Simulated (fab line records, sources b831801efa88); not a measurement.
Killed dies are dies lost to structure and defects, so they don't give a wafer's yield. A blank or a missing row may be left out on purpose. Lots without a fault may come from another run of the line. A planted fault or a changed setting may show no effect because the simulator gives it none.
Chamber matching | flow gf180mcu | GF_V4_ETCH_16 on rie_diel-04: 4 sister chambers
The step etches BARC in N2/H2. 30 wafers are shown with their chamber, then 12 later ones without.

WAFERS WITH THEIR CHAMBER
wafer  | chamber | drypump_motor_current_A (A) | throttle_valve_pct (%) | oes_product_au (a.u.)
L075.1 | 0       | 5.88                        | 13.225                 | 0.853
L075.2 | 2       | 5.75                        | 13.221                 | 0.850
L075.5 | 2       | 5.73                        | 13.220                 | 0.852
L078.1 | 1       | 5.85                        | 13.211                 | 0.857
L078.2 | 3       | 5.14                        | 13.228                 | 0.855
L078.3 | 2       | 5.74                        | 13.235                 | 0.858
L078.4 | 0       | 5.88                        | 13.232                 | 0.855
L078.5 | 1       | 5.87                        | 13.225                 | 0.855
L078.6 | 2       | 5.76                        | 13.229                 | 0.864
L082.1 | 1       | 5.83                        | 13.227                 | 0.860
L082.2 | 0       | 5.86                        | 13.212                 | 0.858
L082.3 | 3       | 5.15                        | 13.216                 | 0.858
L082.4 | 3       | 5.13                        | 13.215                 | 0.852
L082.5 | 1       | 5.85                        | 13.228                 | 0.852
L082.6 | 0       | 5.87                        | 13.216                 | 0.857
L084.1 | 3       | 5.17                        | 13.217                 | 0.855
L084.2 | 2       | 5.72                        | 13.226                 | 0.857
L084.3 | 0       | 5.89                        | 13.223                 | 0.863
L084.4 | 1       | 5.87                        | 13.238                 | 0.854
L084.5 | 0       | 5.89                        | 13.232                 | 0.856
L084.6 | 1       | 5.84                        | 13.210                 | 0.845
L085.1 | 0       | 5.85                        | 13.216                 | 0.860
L085.2 | 3       | 5.15                        | 13.231                 | 0.861
L085.4 | 1       | 5.85                        | 13.209                 | 0.851
L089.1 | 1       | 5.86                        | 13.227                 | 0.849
L089.2 | 0       | 5.90                        | 13.232                 | 0.849
L089.3 | 2       | 5.75                        | 13.224                 | 0.845
L089.4 | 3       | 5.15                        | 13.227                 | 0.846
L089.5 | 0       | 5.88                        | 13.228                 | 0.854
L089.6 | 1       | 5.87                        | 13.210                 | 0.858

SIGNATURES (means of the wafers above)
reading                 | chamber 0 | chamber 1 | chamber 2 | chamber 3 | scatter within a chamber
drypump_motor_current_A | 5.8778    | 5.8544    | 5.7417    | 5.1483    | 0.0146
throttle_valve_pct      | 13.22400  | 13.22056  | 13.22583  | 13.22233  | 0.00832
oes_product_au          | 0.85611   | 0.85344   | 0.85433   | 0.85450   | 0.00508
Rule: a wafer's distance from a chamber is the root of the sum, over the readings, of the square of ((its reading less the chamber's mean) divided by the reading's scatter). The wafer belongs to the nearest chamber; if the next one is less than 2 further off, it can't be placed. The scatter: the root of (the sum of the squares of (reading less its chamber's mean) over the shown wafers, divided by (wafers less chambers)).

WAFERS WITHOUT THEIR CHAMBER
wafer  | drypump_motor_current_A (A) | throttle_valve_pct (%) | oes_product_au (a.u.)
L090.2 | 5.75                        | 13.232                 | 0.858
L090.3 | 5.92                        | 13.213                 | 0.852
L090.4 | 5.14                        | 13.228                 | 0.853
L091.3 | 5.85                        | 13.237                 | 0.851
L091.4 | 5.73                        | 13.218                 | 0.862
L091.5 | 5.85                        | 13.216                 | 0.846
L092.2 | 5.85                        | 13.232                 | 0.860
L092.5 | 5.89                        | 13.227                 | 0.859
L092.6 | 5.86                        | 13.224                 | 0.852
L097.1 | 5.85                        | 13.229                 | 0.852
L097.2 | 5.17                        | 13.218                 | 0.858
L097.3 | 5.82                        | 13.205                 | 0.852

WHICH CHAMBER EACH WENT THROUGH
wafer  | from the rows above     | in truth
L090.2 | 2                       | 2
L090.3 | can't be placed: 0 or 1 | 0
L090.4 | 3                       | 3
L091.3 | can't be placed: 1 or 0 | 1
L091.4 | 2                       | 2
L091.5 | can't be placed: 1 or 0 | 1
L092.2 | can't be placed: 1 or 0 | 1
L092.5 | can't be placed: 0 or 1 | 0
L092.6 | can't be placed: 1 or 0 | 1
L097.1 | can't be placed: 1 or 0 | 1
L097.2 | 3                       | 3
L097.3 | can't be placed: 1 or 0 | 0
Placed correctly: 4 of 12. Can't be placed from these rows: 8 (the true chamber is among the candidates in 8). Placed wrongly: 0.
